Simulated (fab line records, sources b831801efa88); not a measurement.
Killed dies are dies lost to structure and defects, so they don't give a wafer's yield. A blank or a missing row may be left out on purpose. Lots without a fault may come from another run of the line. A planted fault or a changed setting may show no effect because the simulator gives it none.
Problem report in the 8D (eight disciplines) form, filled by code | flow gf180mcu | the parts of the form that need people (team, actions taken, sign-off) are left out

1. THE PROBLEM
rf_fwd_power_W at GF_PASSIVATION_ETCH_11 reads a mean of 670.7 W on 6 wafers of 2 lots; wafers without a fault read 798.8 W with a standard deviation of 2.4. That is -53 standard deviations from the usual mean.
The step: etches the open film in CF4/O2, stops on TiN, target depth 1800 nm, time 400 s.
First seen on wafer L415.2, day 33 03:19, on rie_diel-02. The record holds 42 wafers of 14 lots with a number at this step. Rule for "out", or "out of limits": more than 4 standard deviations from the usual mean. The other wafers with a number count as sound.

2. WHAT IT IS AND WHAT IT IS NOT
question                    | is                             | is not
which readings at this step | rf_fwd_power_W, oes_product_au | O2_flow_sccm, drypump_motor_current_A
which lots                  | L415, L416                     | L400, L401, L403, L404, L406, L407, L408, L418, L419, L420, L421, L422
which wafers of those lots  | all that have a number         | -
read on which tools         | rie_diel-02                    | rie_diel-01, rie_diel-04
when                        | from day 33 03:19              | up to then (21 sound wafers); but 15 sound wafers of L418, L419, L420, L421, L422 came after

3. SUSPECTS, AND WHAT RULES EACH OUT
Counting: a tool at a process step up to the reading stays a suspect if it ran every lot that is out and no sound lot after the first of them.
- plasma_asher-01 at GF_MIM_STRIP_20 (strips in O2/N2): ruled out as a lasting fault. Sound lots L420 ran on it after its first lot that is out, L415 (day 30 03:10).
- rie_diel-02 at GF_PASSIVATION_ETCH_11 (etches the open film in CF4/O2, stops on TiN, target depth 1800 nm, time 400 s): kept. It ran every lot that is out, first L415 (day 33 03:19), and no sound lot after that; its last sound lot up to then is L408 (day 31 09:36). Its own readings are out on those wafers: oes_product_au, rf_fwd_power_W.
Left after counting: rie_diel-02 at GF_PASSIVATION_ETCH_11.

4. THE CAUSE (what the simulator had put in)
Process parameter drift: rie_diel-02, from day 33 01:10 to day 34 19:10, at GF_PASSIVATION_ETCH_11. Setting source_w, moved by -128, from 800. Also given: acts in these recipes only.
Counting left only this tool.

5. THE CHAIN OF EFFECTS, in route order
Each row: a reading whose mean over the struck wafers that have a number lies more than 3 standard deviations from the usual. Only readings for which the record gives a usual standard deviation are gone through. hours: the time from each lot's start at the first step in this table that gives one to its start at this step, as a median over the lots. sigmas: the change in usual standard deviations.
hours | step                    | reading                  | usual      | on struck wafers | change | sigmas
0     | GF_PASSIVATION_ETCH_11  | oes_product_au           | 0.962 a.u. | 0.911            | -0.050 | -6.8
0     | GF_PASSIVATION_ETCH_11  | rf_fwd_power_W           | 798.8 W    | 670.7            | -128.1 | -53
0     | GF_PASSIVATION_STRIP_12 | strip_time_to_endpoint_s | 34.80 s    | 36.95            | +2.15  | +8.0
The process steps in it:
- GF_PASSIVATION_ETCH_11: etches the open film in CF4/O2, stops on TiN, target depth 1800 nm, time 400 s.
- GF_PASSIVATION_STRIP_12: strips in O2/N2.

6. WHAT WOULD HAVE CAUGHT IT SOONER
In this record the first reading out of limits was taken at day 33 03:19, 2 hours after the fault began at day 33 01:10.
